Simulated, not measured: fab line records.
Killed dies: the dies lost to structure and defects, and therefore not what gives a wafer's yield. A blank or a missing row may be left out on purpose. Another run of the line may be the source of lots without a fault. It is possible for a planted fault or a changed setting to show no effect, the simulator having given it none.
Problem report in the 8D (eight disciplines) form, filled by code    flow gf180mcu    the parts of the form that need people (team, actions taken, sign-off) are left out

## 1. THE ISSUE
Wafers without a fault read 6500.1 W, standard deviation 1.2; cathodeDcPowerW at GF_M1_SPUTTER_04 reads a mean of 5939.4 W on 2 wafers belonging to 2 lots. That is -99 or more standard deviations from the usual mean.
The step: material TiN, target thk 50 nm, time 41.7 s.
Earliest sighting: wafer L590.5 on pvdSputter-02 at day 21 23:25. At this step, 39 wafers from 13 lots have a number in the record. Rule for "out", or "out of limits": more than 4 standard deviations from the usual mean. All remaining wafers that have a number are taken as sound.

## 2. WHAT IT IS, AND WHAT IT ISN'T
question                     is                 is not
which readings at this step  cathodeDcPowerW    throttleValvePct
which lots                   L590, L592         L574, L576, L579, L580, L581, L583, L585, L586, L594, L595, L597
which wafers of those lots   L590.5, L592.5     L590.1, L590.4, L592.2, L592.4
read on which tools          pvdSputter-02      pvdSputter-03, pvdSputter-04
when                         from day 21 23:25  up to then (26 sound wafers); but 11 sound wafers of L592, L594, L595, L597 came after

## 3. THE SUSPECTS, EACH WITH WHAT RULES IT OUT
Counting: any tool at a process step up to the reading remains a suspect provided it ran every lot that is out. Sound lots after the first of them don't rule it out here, since some wafers of a struck lot are sound.
- pvdSputter-02 at GF_M1_SPUTTER_04 (material TiN, target thk 50 nm, time 41.7 s): kept. It processed each lot that is out (first: L590, day 21 23:25); up to then, its last sound lot is L585 (day 20 07:56). On those wafers its own readings are out: cathodeDcPowerW.
The count leaves pvdSputter-02 at GF_M1_SPUTTER_04.

## 4. THE CAUSE (what the simulator had put in)
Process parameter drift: pvdSputter-02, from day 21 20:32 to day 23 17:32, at GF_M1_SPUTTER_04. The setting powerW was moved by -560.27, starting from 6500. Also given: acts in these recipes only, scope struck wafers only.
Only this tool survived the counting.

## 5. THE EFFECT CHAIN, in route order
Each row: a reading whose mean over the struck wafers that have a number lies more than 3 standard deviations from the usual. Only readings whose record carries a usual standard deviation are examined. hours: median over the lots of the time between each lot's start at the first step of this table that gives one and its start at this step. sigmas: the change, counted in usual standard deviations.
hours  step              reading          usual     on struck wafers  change  sigmas
0      GF_M1_SPUTTER_04  cathodeDcPowerW  6500.1 W  5939.4            -560.7  -99 or more
Its process steps:
- GF_M1_SPUTTER_04: material TiN, target thk 50 nm, time 41.7 s.
At these later measuring or inspecting steps, every struck wafer for which the step has a row has a number for every such reading, and none has moved that far: GF_M1_RS_MEAS_05, GF_M1_THK_MEAS_06.

## 6. WHAT WOULD HAVE CAUGHT IT SOONER
In this record no reading fell out of limits until day 21 23:25, 3 hours after the fault had begun at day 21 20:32.
